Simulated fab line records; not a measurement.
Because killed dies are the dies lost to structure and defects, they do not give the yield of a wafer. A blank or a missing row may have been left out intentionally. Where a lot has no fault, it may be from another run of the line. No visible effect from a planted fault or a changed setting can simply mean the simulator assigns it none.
Shared-tool check -- flow sky130 -- 11 lots, 33 wafers sampled

WHY IT WAS OPENED
Of 11 lots, 2 have the reading CONTACT_CVD_00_THK flagged at SKY_CONTACT_THK_MEAS_01. Wafers without a fault read 75.0 nm, standard deviation 0.84.
Rule: a lot gets a flag if all its wafers with a number sit over 4 standard deviations from that mean, or if no wafer of it has a number. As for the other lots, they are considered sound.

lot,measured,on,"CONTACT_CVD_00_THK (nm), wafer by wafer",flag
L292,day 31 08:34,film-metro-01,75.0 75.3 76.2,
L294,day 31 17:05,film-metro-02,74.3 75.5 74.9,
L296,day 32 20:12,film-metro-01,74.5 74.5 75.4,
L298,day 33 07:52,film-metro-02,73.7 75.9 75.4,
L299,day 33 08:14,film-metro-04,74.4 73.6 74.9,
L301,day 33 10:06,film-metro-02,148.1 151.2 151.8,FLAGGED
L300,day 33 21:25,film-metro-02,74.3 74.1 75.2,
L302,day 34 15:42,film-metro-02,75.0 74.4 76.1,
L308,day 36 02:02,film-metro-01,148.7 151.0 151.2,FLAGGED
L311,day 37 09:40,film-metro-04,74.2 73.1 76.4,
L313,day 37 15:02,film-metro-02,75.0 73.6 74.2,
The numbers of the flagged lots are 150.3 nm on average: +75.3 nm against the usual, or +90 standard deviations.

TOOL THAT RAN EACH LOT
The record holds 2 process steps before the reading, out of a route of 708 steps. In each cell: the tool, then ch and the chambers that the sampled wafers went through, then the start.
lot,flag,SKY_LOCAL_INTERCONNECT_STRIP_15,SKY_CONTACT_CVD_00
L292,,"plasma-asher-04 ch 0,1, day 31 07:56","pecvd-04 ch 0,1,2, day 31 08:31"
L294,,"plasma-asher-04 ch 0,1, day 31 16:23","pecvd-04 ch 0,1,2, day 31 17:02"
L296,,"plasma-asher-02 ch 0,1, day 32 19:34","pecvd-01 ch 0,1,2, day 32 20:10"
L298,,"plasma-asher-04 ch 0,1, day 33 07:14","pecvd-03 ch 0,2, day 33 07:50"
L299,,"plasma-asher-01 ch 0,1, day 33 07:35","pecvd-04 ch 1,2, day 33 08:13"
L301,FLAGGED,"plasma-asher-02 ch 0,1, day 33 09:14","pecvd-01 ch 0,1, day 33 09:52"
L300,,"plasma-asher-04 ch 0,1, day 33 20:44","pecvd-04 ch 0,1,2, day 33 21:22"
L302,,"plasma-asher-04 ch 0,1, day 34 15:02","pecvd-01 ch 1,2, day 34 15:38"
L308,FLAGGED,"plasma-asher-04 ch 0,1, day 36 01:08","pecvd-01 ch 0,2, day 36 01:00"
L311,,"plasma-asher-02 ch 0,1, day 37 08:32","pecvd-04 ch 0,1,2, day 37 09:38"
L313,,"plasma-asher-02 ch 0,1, day 37 14:03","pecvd-04 ch 0,1,2, day 37 14:59"
These steps, and what they do:
- SKY_LOCAL_INTERCONNECT_STRIP_15: strips in O2/N2.
- SKY_CONTACT_CVD_00: deposits Si3N4, target thk 75 nm.
- SKY_CONTACT_THK_MEAS_01

FLAGGED OVER TOTAL, TOOL BY TOOL (the gauges that took the reading come last)
step,tool,lots run,flagged,share of the flagged lots,sound lots run after its first flagged lot
SKY_LOCAL_INTERCONNECT_STRIP_15,plasma-asher-01,1,0,none,-
SKY_LOCAL_INTERCONNECT_STRIP_15,plasma-asher-02,4,1,some,"2 (L311,L313)"
SKY_LOCAL_INTERCONNECT_STRIP_15,plasma-asher-04,6,1,some,0
SKY_CONTACT_CVD_00,pecvd-01,4,2,all,1 (L302)
SKY_CONTACT_CVD_00,pecvd-03,1,0,none,-
SKY_CONTACT_CVD_00,pecvd-04,6,0,none,-
SKY_CONTACT_THK_MEAS_01,film-metro-01,3,1,some,0
SKY_CONTACT_THK_MEAS_01,film-metro-02,6,1,some,"3 (L300,L302,L313)"
SKY_CONTACT_THK_MEAS_01,film-metro-04,2,0,none,-

WHAT THE TABLE ALLOWS
In the table, 1 row covers all flagged lots: pecvd-01 at SKY_CONTACT_CVD_00.
- pecvd-01 at SKY_CONTACT_CVD_00: 2 of its 4 lots flagged. Sound lots followed the first flagged one (L302) on it, something a lasting fault affecting the whole tool could not allow.
Every row of the table either missed a flagged lot or ran a sound lot after the first.

WHAT WAS PUT IN BY THE SIMULATOR
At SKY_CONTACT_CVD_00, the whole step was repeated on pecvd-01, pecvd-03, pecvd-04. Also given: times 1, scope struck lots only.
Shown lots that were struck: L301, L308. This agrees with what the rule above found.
